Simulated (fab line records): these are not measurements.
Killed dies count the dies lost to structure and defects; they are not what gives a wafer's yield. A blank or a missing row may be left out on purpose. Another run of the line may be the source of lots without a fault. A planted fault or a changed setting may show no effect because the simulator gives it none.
Which tool is to blame? | flow sky130 | 24 lots, 72 wafers sampled, at 1 step of a route of 708

== WHAT THE GAUGES SHOWED, per wafer ==
SKY_VIA1_RS_MEAS_22: uses a four-point probe to measure. Usual: for VIA1_W_RS the level is 0.431 ohm/sq and the standard deviation is 0.0047.
lot  | measured     | on            | VIA1_W_RS (ohm/sq) | flag
L076 | day 34 21:43 | film_metro-02 | 0.438 0.433 0.434  |
L075 | day 34 22:01 | film_metro-04 | 0.425 0.423 0.426  |
L074 | day 34 22:53 | film_metro-03 | 0.433 0.432 0.440  |
L077 | day 34 23:32 | film_metro-04 | 0.430 0.436 0.435  |
L078 | day 35 07:52 | film_metro-04 | 0.429 0.429 0.429  |
L079 | day 35 17:58 | film_metro-04 | 0.432 0.433 0.435  |
L080 | day 36 00:03 | film_metro-02 | 0.441 0.440 0.441  |
L081 | day 36 10:30 | film_metro-04 | 0.434 0.434 0.432  |
L082 | day 36 21:13 | film_metro-03 | 0.431 0.436 0.436  |
L083 | day 37 02:31 | film_metro-02 | 0.432 0.436 0.432  |
L084 | day 37 10:05 | film_metro-04 | 0.429 0.436 0.430  |
L085 | day 37 11:26 | film_metro-04 | 0.429 0.429 0.430  |
L086 | day 37 22:22 | film_metro-04 | 0.431 0.433 0.423  |
L087 | day 38 07:53 | film_metro-04 | 0.428 0.429 0.434  |
L088 | day 38 15:18 | film_metro-02 | 0.427 0.427 0.431  |
L089 | day 38 19:26 | film_metro-03 | 0.421 0.424 0.422  |
L090 | day 38 21:17 | film_metro-03 | 0.425 0.430 0.432  |
L093 | day 40 15:23 | film_metro-03 | 0.431 0.425 0.437  |
L094 | day 40 17:46 | film_metro-04 | 0.433 0.434 0.431  |
L091 | day 40 18:54 | film_metro-02 | 0.434 0.429 0.426  |
L095 | day 40 20:38 | film_metro-02 | 0.430 0.434 0.422  |
L092 | day 40 21:35 | film_metro-02 | 0.432 0.425 0.431  |
L096 | day 40 22:11 | film_metro-03 | 0.424 0.423 0.421  |
L097 | day 41 03:55 | film_metro-03 | 0.430 0.432 0.432  |

== EACH LOT AND THE TOOL THAT RAN IT (in order: tool; ch and the chambers of the sampled wafers; start) ==
No process step before these readings appears in the record.

== WHAT THE TOOLS THEMSELVES READ (means of the sampled wafers that have a number; where no wafer has one, the mark that the record gives instead) ==
The record holds no such reading with a usual standard deviation.

== THE ANSWER, worked out from the rows above alone ==
Rule: lot off if the mean of its wafers having a number is beyond 3 standard deviations from the usual mean. Also off: a lot with no number at a reading for which 4 or more lots have one. All remaining lots with rows at the step are treated as sound. Order of review: gauges by route order, followed by the tools' own readings, for which a lot's mean as printed above is used. The first step at which some lot is off is used, and at that step the reading that is off furthest; a lot without a number counts as furthest.
Nothing can be told from this: no lot is off at any reading shown.

== WHAT WAS PUT IN BY THE SIMULATOR ==
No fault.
